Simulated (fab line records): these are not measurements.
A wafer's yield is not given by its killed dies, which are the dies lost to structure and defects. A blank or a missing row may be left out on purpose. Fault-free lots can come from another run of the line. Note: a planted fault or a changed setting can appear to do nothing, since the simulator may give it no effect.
A struck lot beside a sound one || flow sky130 || 19 steps out of a route of 708
Sound: wafers L972.1, L972.3, L972.5. Wafers struck: L986.2, L986.5, L986.6. Last of all comes the cause.
Per side, at each step with rows, come the tool, then ch with its chambers, and then its first start. Under that, the readings that differ: sound wafers || struck wafers || difference of the means || sigmas: that difference in standard deviations of wafers without a fault.
alike: words and numbers the same on both sides, and readings whose means are apart by under 2 such deviations; not compared: readings that were withheld, readings missing a value for some wafer, numbers with overlapping values and no deviation given by the record, and bounds like >300 which may hide the same value.
A row with sigmas, a row that says differs or no value, or rows on one side alone: a step with any of these is where the two part. Non-overlapping numbers with no deviation appear without sigmas and do not part them. Lack of a reading on every wafer of one side parts them only where that side has two or more wafers.

first, 4 steps without rows for these wafers: SKY_NWELL_SOFTBAKE_06; SKY_NWELL_EXPOSE_07 (exposes mask NWM, target cd 840 nm); SKY_NWELL_PEB_08; SKY_NWELL_DEVELOP_09 (develop time 60 s).
SKY_NWELL_OVL_MEAS_10:
  sound on overlay-01, day 5 17:05; struck on overlay-02, day 9 04:53
  alike: NWELL_00_OVL
then, 3 steps without rows for these wafers: SKY_NWELL_IMPLANT_11; SKY_NWELL_IMPLANT_12; SKY_NWELL_IMPLANT_13.
SKY_NWELL_STRIP_14: strips in O2/N2.
  sound on plasma-asher-04 ch 0,1, day 5 17:34; struck on plasma-asher-04 ch 0,1, day 9 05:22
  alike: chamber-pressure-mTorr, drypump-motor-current-A, oes-product-au, strip-time-to-endpoint-s
  not compared: rf-hours-counter-h
SKY_NWELL_TW_MEAS_15:
  sound on film-metro-04, day 5 17:40; struck on film-metro-02, day 9 05:29
{"reading": "NWELL_TW", "sound": "1837 1834 1840", "struck": "1797 1812 1802", "difference": -33, "sigmas": -3}
then, 2 steps without rows for these wafers: SKY_NWELL_DEHYDRATE_16 (time 60 s); SKY_NWELL_HMDS_17 (prime time 60 s).
SKY_NWELL_COAT_18: resist thk 3000 nm.
  sound on litho-track-01 ch 0, day 6 02:28; struck on litho-track-02, day 9 15:39
  no value came back on the struck wafers for chill-plate-temp-C (C), dispense-pressure-kPa (kPa); on the sound wafers chill-plate-temp-C (C) reads 23.24 23.17 23.07
then, 4 steps without rows for these wafers: SKY_NWELL_SOFTBAKE_19; SKY_NWELL_EXPOSE_20 (exposes mask NWM COMPLEMENT, target cd 840 nm); SKY_NWELL_PEB_21; SKY_NWELL_DEVELOP_22 (develop time 60 s).
SKY_NWELL_OVL_MEAS_23:
  sound on overlay-02, day 6 11:55; struck on overlay-01, day 10 02:31
{"reading": "NWELL_01_OVL (nm)", "sound": "1.4 1.0 2.8", "struck": "- - -", "difference": "no value on the struck wafers", "sigmas": ""}
then, 1 step without rows for these wafers: SKY_NWELL_IMPLANT_24.

WHERE THEY PART
Earliest at SKY_NWELL_TW_MEAS_15; latest, in this record, at SKY_NWELL_OVL_MEAS_23.

WHY: whatever the simulator had introduced
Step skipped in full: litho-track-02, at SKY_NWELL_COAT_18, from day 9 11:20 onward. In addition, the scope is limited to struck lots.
